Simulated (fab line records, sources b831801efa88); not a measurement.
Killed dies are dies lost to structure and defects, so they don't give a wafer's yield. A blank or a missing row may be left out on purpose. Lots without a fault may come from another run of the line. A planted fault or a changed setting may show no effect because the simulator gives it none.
fab line records | flow sky130
record lots=6 wafers=18 last_day=50
route steps=708 shown VIA3@575 PAD_OPEN@708
lots that met no fault: from a run of the same line without faults
start_h: hours from the record's first day to the start of the lot's first wafer shown | wait_h: hours since the lot's step before | " the same as in the row above | L1.1+2: a row that stands for several wafers | - no value, or no start given | * or withheld: withheld | < > ~ a bound
route shown NAME@n: a module of which the file shows steps, and the number in the route of the first | usual: mean/standard deviation of fault-free wafers | same: alike in all rows | chamber/n: place in a boat | sites: the reading at each site | _std_site: their standard deviation | _edge_site: outer sites' mean less inner sites' | radius_mm: how far each site lies from the wafer's centre | mask NAME#n: copy n | behind: the tool/chamber that last shaped the wafer | hold: why the lot was held/for how many hours/how that ended | device: the transistor (n, p or np) that didn't switch | end of line: the same wafers' tests at the end of the route | a step without rows: its recipe alone | killed: dies lost to structure and defects at the first sort, not the wafer's yield | map: a wafer's dies, x killed, . not, _ none there
set.NAME: the setting as run; set.NAME@STEP: as run at that earlier step | model.NAME: the simulator's own value behind a step, which no gauge read
lots at some steps of the route; a table a step, a row a wafer
services: from which hour (start_h, from the record's first day; less than 0 if before it) a tool's chamber was out of use, for how many hours, and why
## steps
# step SKY_VIA3_CMP_02
# recipe material=SiO2 down_force_psi=4 platen_rpm=60 pad_velocity_m_s=0.94248
# usual motor_current_A=12.1/0.85 platen_rpm=60.00/0.046
# columns lot.wafer tool chamber start_h wait_h motor_current_A platen_rpm
L546.1 cmp-02 1 901.90 0.1 11.5 60.04
L546.4 " 3 " " 12.5 59.97
L546.2 " 0 " " 12.8 60.03
L555.2 cmp-01 2 968.60 0.0 11.0 59.95
L555.1 " 3 " " 12.2 59.99
L555.6 " 2 " " 10.9 59.98
L557.4 cmp-02 3 985.02 0.0 12.6 60.08
L557.1 " 2 " " 13.3 60.05
L557.5 " 3 " " 12.6 60.06
L565.2 cmp-01 0 1032.62 0.2 11.1 59.98
L565.1 " 1 " " 13.2 59.99
L565.6 " 2 " " 10.9 59.99
L566.2 cmp-02 2 1037.74 0.1 12.7 59.94
L566.1 " 3 " " 13.0 59.93
L566.6 " 1 " " 11.2 60.13
L567.3 cmp-01 2 1044.20 0.1 10.8 59.93
L567.4 " 3 " " 12.2 60.01
L567.6 " 0 " " 11.1 59.97
# step SKY_VIA3_BOW_MEAS_03
# recipe mode=bow
# usual VIA3_BOW=80/8.7
# columns lot.wafer tool chamber start_h wait_h VIA3_BOW[um]
L546.1 film_metro-01 - 902.20 0.2 74
L546.2 " - " " 86
L546.4 " - " " 83
L555.1 film_metro-01 - 968.90 0.2 72
L555.2 " - " " 70
L555.6 " - " " 89
L557.1 film_metro-01 - 985.32 0.1 72
L557.4 " - " " 90
L557.5 " - " " 76
L565.1 film_metro-01 - 1032.82 0.1 91
L565.2 " - " " 78
L565.6 " - " " 83
L566.1 film_metro-04 - 1037.94 0.1 78
L566.2 " - " " 81
L566.6 " - " " 73
L567.3 film_metro-01 - 1044.44 0.2 81
L567.4 " - " " 72
L567.6 " - " " 79
# step SKY_VIA3_DEHYDRATE_04
# recipe temp_c=200 time_s=60
# step SKY_VIA3_HMDS_05
# recipe prime_time_s=60 prime_temp_c=120
# step SKY_VIA3_COAT_06
# recipe resist=BARC temp_c=withheld time_s=withheld spin_rpm=3000 resist_thk_nm=60
# step SKY_VIA3_COAT_07
# recipe resist=KrF-thick spin_rpm=3000 resist_thk_nm=450
# step SKY_VIA3_SOFTBAKE_08
# recipe temp_c=100 time_s=90 resist=KrF-thick
# step SKY_VIA3_EXPOSE_09
# recipe mask_id=VIM3 na=0.8 source_shape=annular sigma_inner=0.55 sigma_outer=0.85 target_cd_nm=200 dose_mj=38
# step SKY_VIA3_PEB_10
# recipe peb_temp_c=withheld peb_time_s=withheld resist=KrF-thick
# step SKY_VIA3_DEVELOP_11
# recipe develop_time_s=60 resist=KrF-thick dev_temp_c=21
# step SKY_VIA3_CD_MEAS_12
# recipe target_cd_nm=200
# usual cd_nm=200.1/1.3
# columns lot.wafer tool chamber start_h wait_h cd_nm
L546.1 cd_sem-01 - 926.36 - 200.7
L546.2 " - " " 200.4
L546.4 " - " " 199.2
L555.1 cd_sem-02 - 992.62 - 199.8
L555.2 " - " " 200.2
L555.6 " - " " 201.1
L557.1 cd_sem-02 - 1008.77 - 201.7
L557.4 " - " " 200.8
L557.5 " - " " 200.8
L565.1 cd_sem-01 - 1054.87 - 200.2
L565.2 " - " " 198.7
L565.6 " - " " 198.9
L566.1 cd_sem-01 - 1059.67 - 198.9
L566.2 " - " " 201.6
L566.6 " - " " 200.4
L567.3 cd_sem-01 - 1066.29 - 200.1
L567.4 " - " " 201.8
L567.6 " - " " 201.7
# step SKY_VIA3_OVL_MEAS_13
# usual VIA3_OVL=-3/5.6
# columns lot.wafer tool chamber start_h wait_h VIA3_OVL[nm]
L546.1 overlay-01 - 926.48 0.1 0
L546.2 " - " " -4
L546.4 " - " " -7
L555.1 overlay-01 - 992.74 0.1 3
L555.2 " - " " -4
L555.6 " - " " -9
L557.1 overlay-01 - 1008.89 0.1 -1
L557.4 " - " " -1
L557.5 " - " " 1
L565.1 overlay-02 - 1054.99 0.1 -1
L565.2 " - " " -7
L565.6 " - " " -11
L566.1 overlay-01 - 1059.79 0.1 4
L566.2 " - " " 7
L566.6 " - " " 6
L567.3 overlay-02 - 1066.38 0.1 0
L567.4 " - " " 2
L567.6 " - " " -1
# step SKY_VIA3_ETCH_14
# recipe chemistry=N2/H2 target=BARC ion_energy_ev=200 source_w=500 bias_w=100 pressure_mtorr=30 n2_flow_sccm=100 h2_flow_sccm=200 stop_on=SiO2 time_s=45.9 target_depth_a=600
# usual chamber_pressure_mTorr=29.996/0.026 drypump_motor_current_A=5.9/0.38 oes_product_au=0.855/0.0039 rf_fwd_power_W=494.3/2.2 throttle_valve_pct=13.225/0.0082
# columns lot.wafer tool chamber start_h wait_h chamber_pressure_mTorr drypump_motor_current_A oes_product_au rf_fwd_power_W rf_hours_counter_h throttle_valve_pct model.KrF-thick_of_VIA3_COAT_07.thk_nm
L546.1 rie_diel-04 2 926.52 0.0 29.969 5.5 0.853 495.5 21 13.211 392.8
L546.2 " 1 " " 30.006 5.5 0.859 491.1 7 13.230 391.8
L546.4 " 3 " " 29.951 6.4 0.859 491.7 12 13.229 393.2
L555.1 rie_diel-03 2 992.77 0.0 29.996 5.6 0.854 493.8 20 13.242 395.4
L555.2 " 3 " " 30.010 6.5 0.851 495.4 6 13.218 394.1
L555.6 " 3 " " 30.027 6.5 0.853 495.5 - 13.233 394.9
L557.1 rie_diel-01 2 1008.92 0.0 29.973 6.0 0.857 493.7 25 13.224 389.7
L557.4 " 1 " " 30.001 5.8 0.857 497.0 - 13.233 392.3
L557.5 " 2 " " 29.958 6.1 0.843 496.9 - 13.229 392.8
L565.1 rie_diel-03 1 1055.02 0.0 29.981 6.0 0.857 496.3 18 13.226 391.9
L565.2 " 3 " " 29.983 6.5 0.849 493.6 8 13.212 396
L565.6 " 0 " " 30.010 6.2 0.858 497.0 - 13.206 393
L566.1 rie_diel-04 0 1059.82 0.0 30.003 6.2 0.852 413.7 23 13.223 401.1
L566.2 " 1 " " 30.038 5.5 0.855 410.4 11 13.218 402.1
L566.6 " 3 " " 29.970 6.4 0.851 414.4 - 13.226 403.2
L567.3 rie_diel-04 2 1066.40 0.0 30.026 5.5 0.853 413.3 25 13.229 399.2
L567.4 " 0 " " 29.991 6.3 0.861 413.1 23 13.219 399.4
L567.6 " 0 " " 29.983 6.3 0.861 411.6 - 13.224 399
# step SKY_VIA3_ETCH_15
# recipe target=SiO2 chemistry=C4F8/O2/Ar target_depth_nm=507 stop_on=TiN mask_material=KrF-thick source_w=1500 bias_w=1200 pressure_mtorr=40 c4f8_flow_sccm=withheld O2_flow_sccm=6 Ar_flow_sccm=300 time_s=78
# usual chamber_pressure_mTorr=40.00/0.038 oes_product_au=0.947/0.0047 rf_fwd_power_W=1488/6.4
# columns lot.wafer tool chamber start_h wait_h chamber_pressure_mTorr oes_product_au rf_fwd_power_W rf_hours_counter_h model.KrF-thick_of_VIA3_COAT_07.thk_nm
L546.1 rie_diel-04 2 926.56 0.0 40.08 0.948 1483 21 294.3
L546.2 " 1 " " 40.03 0.946 1479 7 293
L546.4 " 3 " " 40.08 0.942 1498 12 293.2
L555.1 rie_diel-03 2 992.81 0.0 40.02 0.943 1490 20 295.3
L555.2 " 3 " " 40.02 0.950 1501 6 294.6
L555.6 " 3 " " 39.92 0.937 1501 - 295.4
L557.1 rie_diel-01 2 1008.96 0.0 39.95 0.943 1493 25 286.5
L557.4 " 1 " " 39.98 0.949 1491 - 288.6
L557.5 " 2 " " 40.03 0.946 1490 - 289.5
L565.1 rie_diel-03 1 1055.06 0.0 39.99 0.951 1483 18 288.8
L565.2 " 3 " " 39.99 0.943 1490 8 295.9
L565.6 " 0 " " 40.03 0.951 1494 - 293.4
L566.1 rie_diel-04 0 1059.87 0.0 39.93 0.947 1488 23 298.3
L566.2 " 1 " " 40.04 0.945 1485 11 301.5
L566.6 " 3 " " 40.03 0.952 1488 - 304
L567.3 rie_diel-04 2 1066.44 0.0 39.94 0.955 1489 25 298.2
L567.4 " 0 " " 40.07 0.953 1480 23 297.4
L567.6 " 0 " " 40.02 0.947 1479 - 296.6
# step SKY_VIA3_STRIP_16
# recipe chemistry=O2/N2 power_w=1400 pressure_mtorr=1500 platen_temp_c=withheld o2_flow_sccm=3000 n2_flow_sccm=300 overash_fraction=0.5
# usual chamber_pressure_mTorr=1499.9/1.3 drypump_motor_current_A=5.6/0.31 oes_product_au=0.402/0.0048 strip_time_to_endpoint_s=4.13/0.033
# columns lot.wafer tool chamber start_h wait_h chamber_pressure_mTorr drypump_motor_current_A oes_product_au rf_hours_counter_h strip_time_to_endpoint_s
L546.1 plasma_asher-04 1 926.62 0.0 1501.8 6.0 0.398 48 4.16
L546.2 " 0 " " 1500.1 5.2 0.407 48 4.14
L546.4 " 1 " " 1499.8 5.9 0.401 - 4.15
L555.1 plasma_asher-03 0 992.87 0.0 1498.9 5.3 0.407 26 4.16
L555.2 " 1 " " 1500.1 5.3 0.401 26 4.16
L555.6 " 0 " " 1501.5 5.3 0.404 - 4.17
L557.1 plasma_asher-02 1 1009.02 0.0 1499.4 5.7 0.397 94 4.09
L557.4 " 1 " " 1500.9 5.7 0.397 - 4.10
L557.5 " 0 " " 1498.5 5.9 0.392 - 4.12
L565.1 plasma_asher-03 1 1055.12 0.0 1499.2 5.3 0.394 29 4.12
L565.2 " 0 " " 1500.0 5.2 0.400 29 4.17
L565.6 " 1 " " 1500.2 5.3 0.409 - 4.15
L566.1 plasma_asher-02 1 1059.93 0.0 1502.4 5.8 0.400 102 4.21
L566.2 " 0 " " 1499.3 5.9 0.410 102 4.24
L566.6 " 1 " " 1499.9 5.7 0.405 - 4.27
L567.3 plasma_asher-02 0 1066.54 0.1 1499.7 5.9 0.403 - 4.21
L567.4 " 1 " " 1500.7 5.8 0.403 - 4.21
L567.6 " 1 " " 1498.9 5.7 0.400 - 4.19
# step SKY_PAD_OPEN_PROBE_99
# usual defect_limited_yield=82.4/1.9 killed_at_M0_to_M3=44/7.1 killed_at_M4_up=3.5/2 killed_at_contacts=24/5.3 killed_at_front_end=15/4.8 killed_dies=86/9.3 killed_open=47/7.8 killed_short=39/5.9 sort_bin_3_pad_short=0.8/0.42 sort_bin_5_function=10.3/1.4 sort_bin_6_memory=6.4/1.1 sort_n_pass=406/9.3 sort_yield_pct=82.4/1.9
# same gross_dies=492 killed_at_back_side=0 killed_at_other=0 sort_bin_4_leakage[%]=0 sort_bin_8_speed[%]=0
# columns lot.wafer tool chamber start_h wait_h defect_limited_yield[%] killed_at_M0_to_M3 killed_at_M4_up killed_at_contacts killed_at_front_end killed_dies killed_open killed_short sort_bin_3_pad_short[%] sort_bin_5_function[%] sort_bin_6_memory[%] sort_n_pass sort_yield_pct[%]
L546.1 prober-01 - 1073.63 0.1 82.1 36 6 26 20 88 51 37 0.6 10.6 6.7 404 82.1
L546.2 prober-01 - 1073.68 0.1 83.3 40 3 24 15 82 45 37 1.0 9.6 6.1 410 83.3
L546.4 prober-01 - 1073.78 0.2 81.1 38 4 29 22 93 58 35 0.8 10.4 7.7 399 81.1
L555.1 prober-01 - 1130.36 0.1 85.4 29 11 21 11 72 39 33 1.2 8.1 5.3 420 85.4
L555.2 prober-01 - 1130.41 0.1 81.7 57 3 17 13 90 49 41 1.4 10.4 6.5 402 81.7
L555.6 prober-01 - 1130.61 0.2 84.3 41 6 19 11 77 35 42 1.2 9.6 4.9 415 84.3
L557.1 prober-02 - 1143.35 0.1 82.1 48 1 31 8 88 57 31 0.2 11.0 6.7 404 82.1
L557.4 prober-02 - 1143.50 0.2 85.2 38 2 20 13 73 37 36 1.0 9.1 4.7 419 85.2
L557.5 prober-02 - 1143.55 0.2 81.9 48 6 30 5 89 48 41 0.4 10.4 7.3 403 81.9
L566.1 prober-02 - 1182.67 0.1 79.1 55 7 25 16 103 60 43 1.0 12.0 7.9 389 79.1
L566.2 prober-02 - 1182.72 0.1 81.7 44 5 25 16 90 41 49 1.0 9.3 7.9 402 81.7
L566.6 prober-02 - 1182.92 0.2 84.8 32 7 12 24 75 33 42 0.8 8.3 6.1 417 84.8
L567.3 prober-02 - 1190.10 0.2 82.1 43 4 22 19 88 48 40 0.8 11.4 5.7 404 82.1
L567.4 prober-02 - 1190.15 0.2 81.1 50 4 23 16 93 43 50 1.2 11.0 6.7 399 81.1
L567.6 prober-02 - 1190.25 0.2 76.8 52 3 35 24 114 63 51 0.8 14.4 7.9 378 76.8
# killed by level:class
L546.1 VIA1:geometric_particle:open=10 VIA3:geometric_particle:open=9 CONTACT:geometric_particle:open=8 POLY_GATE:geometric_particle:open=6 LI_CONTACT:geometric_particle:open=6 CONTACT:geometric_particle:short=6 FIELD_ISO:geometric_particle:short=5 LOCAL_INTERCONNECT:geometric_particle:short=4
L546.2 VIA1:geometric_particle:open=9 CONTACT:geometric_particle:open=8 VIA3:geometric_particle:open=7 POLY_GATE:geometric_particle:short=6 METAL1:geometric_particle:short=6 LI_CONTACT:geometric_particle:open=5 FIELD_ISO:geometric_particle:open=4 LOCAL_INTERCONNECT:geometric_particle:short=4
L546.4 CONTACT:geometric_particle:open=11 VIA3:geometric_particle:open=9 METAL2:geometric_particle:short=8 VIA1:geometric_particle:open=8 LI_CONTACT:geometric_particle:open=7 FIELD_ISO:geometric_particle:short=6 VIA2:geometric_particle:open=6 LI_CONTACT:geometric_particle:short=5
L555.1 METAL4:geometric_particle:short=9 CONTACT:geometric_particle:open=8 VIA1:geometric_particle:open=8 VIA2:geometric_particle:open=7 CONTACT:geometric_particle:short=5 LI_CONTACT:geometric_particle:open=4 FIELD_ISO:geometric_particle:short=3 POLY_GATE:geometric_particle:open=3
L555.2 VIA1:geometric_particle:open=10 VIA1:geometric_particle:short=8 VIA3:geometric_particle:open=8 VIA2:geometric_particle:open=8 METAL2:geometric_particle:short=7 LI_CONTACT:geometric_particle:open=6 CONTACT:geometric_particle:open=6 METAL3:geometric_particle:short=5
L555.6 METAL2:geometric_particle:short=12 VIA1:geometric_particle:open=10 FIELD_ISO:geometric_particle:open=5 LOCAL_INTERCONNECT:geometric_particle:short=5 METAL4:geometric_particle:short=5 METAL1:geometric_particle:short=4 CONTACT:geometric_particle:open=4 VIA2:geometric_particle:open=4
L557.1 CONTACT:geometric_particle:open=19 VIA1:geometric_particle:open=9 VIA2:geometric_particle:short=7 VIA3:geometric_particle:open=7 METAL1:geometric_particle:short=6 LI_CONTACT:geometric_particle:open=4 METAL2:geometric_particle:short=4 METAL2:geometric_particle:open=4
L557.4 CONTACT:geometric_particle:open=8 VIA1:geometric_particle:short=8 VIA1:geometric_particle:open=8 LI_CONTACT:geometric_particle:open=6 METAL1:geometric_particle:short=5 FIELD_ISO:geometric_particle:short=4 FIELD_ISO:geometric_particle:open=3 LOCAL_INTERCONNECT:geometric_particle:short=3
L557.5 CONTACT:geometric_particle:open=14 VIA1:geometric_particle:open=11 CONTACT:geometric_particle:short=7 VIA1:geometric_particle:short=7 VIA3:geometric_particle:open=7 METAL2:geometric_particle:short=6 LI_CONTACT:geometric_particle:short=4 VIA3:geometric_particle:short=4
L566.1 VIA1:geometric_particle:open=14 CONTACT:geometric_particle:open=12 METAL1:geometric_particle:short=6 VIA2:geometric_particle:open=6 VIA3:geometric_particle:open=6 LI_CONTACT:geometric_particle:open=5 VIA1:geometric_particle:short=5 METAL3:geometric_particle:short=5
L566.2 METAL2:geometric_particle:short=10 LI_CONTACT:geometric_particle:open=9 METAL1:geometric_particle:short=6 CONTACT:geometric_particle:open=6 VIA1:geometric_particle:open=6 LOCAL_INTERCONNECT:geometric_particle:short=5 VIA2:geometric_particle:short=5 VIA3:geometric_particle:open=5
L566.6 FIELD_ISO:geometric_particle:open=8 VIA1:geometric_particle:open=7 FIELD_ISO:geometric_particle:short=6 METAL4:geometric_particle:short=6 METAL1:geometric_particle:short=5 METAL2:geometric_particle:short=5 POLY_GATE:geometric_particle:open=4 LI_CONTACT:geometric_particle:open=3
L567.3 VIA1:geometric_particle:open=11 VIA2:geometric_particle:open=9 METAL2:geometric_particle:short=7 CONTACT:geometric_particle:open=7 FIELD_ISO:geometric_particle:short=5 LI_CONTACT:geometric_particle:open=5 VIA2:geometric_particle:short=5 FIELD_ISO:geometric_particle:open=4
L567.4 VIA1:geometric_particle:open=13 VIA1:geometric_particle:short=9 CONTACT:geometric_particle:open=8 POLY_GATE:geometric_particle:short=7 LI_CONTACT:geometric_particle:open=7 METAL1:geometric_particle:short=7 CONTACT:geometric_particle:short=6 METAL3:geometric_particle:short=5
L567.6 VIA1:geometric_particle:open=17 CONTACT:geometric_particle:open=9 LI_CONTACT:geometric_particle:open=9 VIA2:geometric_particle:open=9 METAL2:geometric_particle:short=8 CONTACT:geometric_particle:short=8 LOCAL_INTERCONNECT:geometric_particle:short=7 POLY_GATE:geometric_particle:short=5
## services
# columns tool chamber start_h hours kind
cmp-02 - 892.55 1.7 repair
plasma_asher-02 - 892.86 1.8 repair
rie_diel-04 3 904.07 4.5 repair
cmp-02 - 909.06 1.4 repair
cmp-02 - 911.59 1.9 repair
cmp-01 - 912.00 4.0 pm
rie_diel-01 - 916.94 0.3 repair
cmp-02 - 931.26 2.0 repair
plasma_asher-02 - 949.83 2.0 repair
rie_diel-04 - 958.12 0.6 repair
rie_diel-04 3 976.31 7.3 repair
rie_diel-03 0 992.67 10.2 repair
rie_diel-03 - 994.00 24.8 repair
rie_diel-01 0 998.69 10.5 repair
cmp-02 - 1014.86 12.2 pm
plasma_asher-03 - 1015.18 28.1 pm
rie_diel-03 - 1016.12 1.1 repair
rie_diel-01 2 1019.84 11.0 repair
rie_diel-03 - 1024.45 0.3 repair
rie_diel-01 - 1027.57 0.4 repair
cmp-02 - 1041.26 3.0 pm
rie_diel-03 2 1043.04 19.6 repair
cmp-01 - 1064.36 6.5 pm
rie_diel-03 2 1065.29 9.8 repair
## key
first_sign step=SKY_VIA3_ETCH_14 reading=rf_fwd_power_W direction=down sigmas=38 usual=494.3 struck=412.7
effect step=SKY_VIA3_STRIP_16 reading=strip_time_to_endpoint_s direction=up sigmas=2.8 usual=* struck=* wafers_moved=4
model_effect step=SKY_VIA3_ETCH_14 value=KrF-thick_of_VIA3_COAT_07.thk_nm without=394.4 struck=400.7
model_effect step=SKY_VIA3_ETCH_15 value=KrF-thick_of_VIA3_COAT_07.thk_nm without=293.1 struck=299.3
met_at SKY_VIA3_ETCH_14
struck_wafers L566.1,L566.2,L566.6,L567.3,L567.4,L567.6
onset_between 926.52 1059.82
fault kind=process_parameter_drift tool=rie_diel-04 chamber=- onset_h=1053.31 steps=SKY_VIA3_ETCH_14 channel=source_w offset=-80 shape=step end_h=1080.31 acts_in=these_recipes_only stated=500
